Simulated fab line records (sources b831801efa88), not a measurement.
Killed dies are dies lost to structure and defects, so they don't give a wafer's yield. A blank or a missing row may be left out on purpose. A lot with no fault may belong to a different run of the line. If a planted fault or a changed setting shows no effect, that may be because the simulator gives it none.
Split-lot study | flow sky130 | 5 lots, 23 wafers read, on a route of 708 steps

== ABOUT THE SPLIT ==
At SKY_CONTACT_COAT_08 (resist thk 60 nm), the setting resistThkNm was moved away from the recipe's 60 nm on 9 of the 23 wafers read, by -4.3% to +5.5%. All remaining wafers had this setting at the recipe value.

Between the split and the reading, the file records no step.

== THE READING ==
oesProductAu, in a.u., at SKY_CONTACT_ETCH_16 (etches BARC in N2/H2, stops on SiO2, time 45.9 s, target depth 60 nm). Fault-free wafers of this fab line usually give 0.853 a.u., standard deviation 0.0046 a.u.

wafer  | tool, chamber at the split | resistThkNm as run, nm | against the recipe | oesProductAu, a.u. | against lot-mates on the recipe
L074.1 | lithoTrack-03, 0           | 63.26                  | +5.4%              | 0.873              | +0.021
L074.2 | lithoTrack-03, 0           | 60                     | recipe             | 0.856              | -
L074.3 | lithoTrack-03, 0           | 60                     | recipe             | 0.845              | -
L074.5 | lithoTrack-03, 0           | 63.26                  | +5.4%              | 0.881              | +0.029
L074.6 | lithoTrack-03, 0           | 60                     | recipe             | 0.856              | -
L076.1 | lithoTrack-01, 0           | 60                     | recipe             | 0.859              | -
L076.2 | lithoTrack-01, 0           | 60                     | recipe             | 0.854              | -
L076.5 | lithoTrack-01, 0           | 60                     | recipe             | 0.863              | -
L080.2 | lithoTrack-04, 0           | 60                     | recipe             | 0.859              | -
L080.3 | lithoTrack-04, 0           | 58.95                  | -1.7%              | 0.845              | -0.010
L080.4 | lithoTrack-04, 0           | 58.95                  | -1.7%              | 0.842              | -0.013
L080.5 | lithoTrack-04, 0           | 60                     | recipe             | 0.846              | -
L080.6 | lithoTrack-04, 0           | 60                     | recipe             | 0.859              | -
L079.1 | lithoTrack-04, 0           | 60                     | recipe             | 0.858              | -
L079.2 | lithoTrack-04, 0           | 60                     | recipe             | 0.851              | -
L079.3 | lithoTrack-04, 0           | 63.31                  | +5.5%              | 0.884              | +0.029
L079.4 | lithoTrack-04, 0           | 63.31                  | +5.5%              | 0.879              | +0.024
L079.5 | lithoTrack-04, 0           | 63.31                  | +5.5%              | 0.872              | +0.017
L083.1 | lithoTrack-04, 0           | 60                     | recipe             | 0.857              | -
L083.2 | lithoTrack-04, 0           | 57.41                  | -4.3%              | 0.830              | -0.027
L083.3 | lithoTrack-04, 0           | 60                     | recipe             | 0.852              | -
L083.5 | lithoTrack-04, 0           | 60                     | recipe             | 0.863              | -
L083.6 | lithoTrack-04, 0           | 57.41                  | -4.3%              | 0.834              | -0.023

FIT RESULTS
A straight line over all 23 wafers: oesProductAu changes by +0.00451 a.u. for each +1% of resistThkNm; r = +0.93; the points scatter about the line by 0.0052 a.u.
The same after taking each lot's own level away (the mean of its wafers on the recipe; 23 wafers): +0.00484 a.u. for each +1%; r = +0.95; scatter 0.0048 a.u.
On that fit, the largest move of resistThkNm shifts the reading by 0.027 a.u.
From 0.8523 to 0.8587 a.u.: that is the span of the lots' own levels, equal to 1.4 times the standard deviation above.
Consequently the slope shifts little with the lot-to-lot level, the two slopes agreeing.
Check: for one of the wafers moved furthest among these (+5.5%), held out of the fit, the line's prediction against its lot-mates is +0.0247 a.u. Against them it came out at +0.0295 a.u.

== ADDITIONAL SPLITS CARRIED BY THESE WAFERS ==
Before the reading, these wafers also passed through other splits. Each is held against what the fit with the lots' levels taken away leaves over:
other split on the same wafers          | wafers away from the commonest value | r with oesProductAu (lot level and that fit taken away)
SKY_LI_CONTACT_EXPOSE_09 doseMj         | 11                                   | -0.39
SKY_LOCAL_INTERCONNECT_SPUTTER_00 timeS | 9                                    | -0.02
SKY_LOCAL_INTERCONNECT_COAT_06 spinRpm  | 8                                    | -0.17

== THE FILE'S OWN FIT ==
oesProductAu changes by +0.00484 a.u. for each +1% of resistThkNm, r = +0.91.
